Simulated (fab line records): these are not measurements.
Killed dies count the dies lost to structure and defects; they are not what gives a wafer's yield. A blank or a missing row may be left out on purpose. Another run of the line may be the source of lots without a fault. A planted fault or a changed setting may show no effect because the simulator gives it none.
Which tool was responsible? || flow sky130 || 12 lots, 36 wafers sampled, at 2 steps of a route of 708

WHAT EACH GAUGE READ, for each wafer
SKY_SD_N_CD_MEAS_07: the cd target is 380 nm.
{"lot": "L452", "measured": "day 28 09:32", "on": "cd_sem-02", "cd_nm (nm)": "378.6 377.4 379.1"}
{"lot": "L453", "measured": "day 28 11:00", "on": "cd_sem-02", "cd_nm (nm)": "378.7 381.1 382.3"}
{"lot": "L451", "measured": "day 28 12:22", "on": "cd_sem-02", "cd_nm (nm)": "383.5 380.8 383.5"}
{"lot": "L454", "measured": "day 29 15:13", "on": "cd_sem-01", "cd_nm (nm)": "376.9 375.2 373.3"}
{"lot": "L455", "measured": "day 29 15:26", "on": "cd_sem-02", "cd_nm (nm)": "380.2 377.7 377.0"}
{"lot": "L459", "measured": "day 31 21:26", "on": "cd_sem-02", "cd_nm (nm)": "381.6 379.3 379.8"}
{"lot": "L461", "measured": "day 32 03:14", "on": "cd_sem-01", "cd_nm (nm)": "381.4 382.2 380.9"}
{"lot": "L465", "measured": "day 33 00:02", "on": "cd_sem-01", "cd_nm (nm)": "377.4 377.0 374.3"}
{"lot": "L464", "measured": "day 33 03:18", "on": "cd_sem-02", "cd_nm (nm)": "383.8 383.2 381.2"}
{"lot": "L469", "measured": "day 34 01:23", "on": "cd_sem-02", "cd_nm (nm)": "375.9 375.2 375.8"}
{"lot": "L471", "measured": "day 34 14:05", "on": "cd_sem-01", "cd_nm (nm)": "380.8 381.1 381.7"}
{"lot": "L474", "measured": "day 35 05:56", "on": "cd_sem-01", "cd_nm (nm)": "382.2 379.6 380.3"}

SKY_LI_CONTACT_THK_MEAS_23: measures by xrf.
{"lot": "L452", "measured": "day 29 16:05", "on": "film_metro-02", "LI_CONTACT_W_THK (nm)": "407 408 416"}
{"lot": "L453", "measured": "day 29 18:04", "on": "film_metro-04", "LI_CONTACT_W_THK (nm)": "413 416 418"}
{"lot": "L451", "measured": "day 29 19:39", "on": "film_metro-01", "LI_CONTACT_W_THK (nm)": "416 414 413"}
{"lot": "L454", "measured": "day 30 22:40", "on": "film_metro-04", "LI_CONTACT_W_THK (nm)": "411 419 414"}
{"lot": "L455", "measured": "day 30 22:44", "on": "film_metro-01", "LI_CONTACT_W_THK (nm)": "408 407 406"}
{"lot": "L459", "measured": "day 33 04:04", "on": "film_metro-04", "LI_CONTACT_W_THK (nm)": "421 428 420"}
{"lot": "L461", "measured": "day 33 10:01", "on": "film_metro-01", "LI_CONTACT_W_THK (nm)": "419 412 413"}
{"lot": "L465", "measured": "day 34 05:41", "on": "film_metro-04", "LI_CONTACT_W_THK (nm)": "415 409 403"}
{"lot": "L464", "measured": "day 34 09:07", "on": "film_metro-01", "LI_CONTACT_W_THK (nm)": "411 420 419"}
{"lot": "L469", "measured": "day 35 05:40", "on": "film_metro-02", "LI_CONTACT_W_THK (nm)": "410 406 406"}
{"lot": "L471", "measured": "day 35 19:17", "on": "film_metro-02", "LI_CONTACT_W_THK (nm)": "410 404 407"}
{"lot": "L474", "measured": "day 36 11:35", "on": "film_metro-02", "LI_CONTACT_W_THK (nm)": "401 413 407"}

TOOL THAT RAN EACH LOT (tool first, then ch and the chambers of the sampled wafers, then the start)
The record holds no process step before these readings.

WHAT THE TOOLS THEMSELVES READ (means of the sampled wafers that have a number; where no wafer has one, the mark that the record gives instead)
The record holds no such reading with a usual standard deviation.

THE ANSWER, worked out from the rows above alone
Rule: the lots themselves supply what counts as usual. The widest of any qualifying gaps counts: lots, ordered by their means at a reading, are off when they make up no more than a third of the lots, leave a main group of 4 or more, and stand apart from it by 3 or more times the standard deviation of that group's means. The tables above print the reading to a certain number of digits; a main group whose means all agree to those digits is not used. Also off: a lot with no number at a reading for which 4 or more lots have one. All remaining lots with rows at the step are treated as sound. After the gauges, taken in route order, come the tools' own readings; for these a lot's mean is taken, as printed above. At the first step where some lot is off, the reading lying furthest off is the one used; lots without a number count as furthest.
No lot is off at any reading shown: from this, nothing can be told.

WHAT WAS PUT IN BY THE SIMULATOR
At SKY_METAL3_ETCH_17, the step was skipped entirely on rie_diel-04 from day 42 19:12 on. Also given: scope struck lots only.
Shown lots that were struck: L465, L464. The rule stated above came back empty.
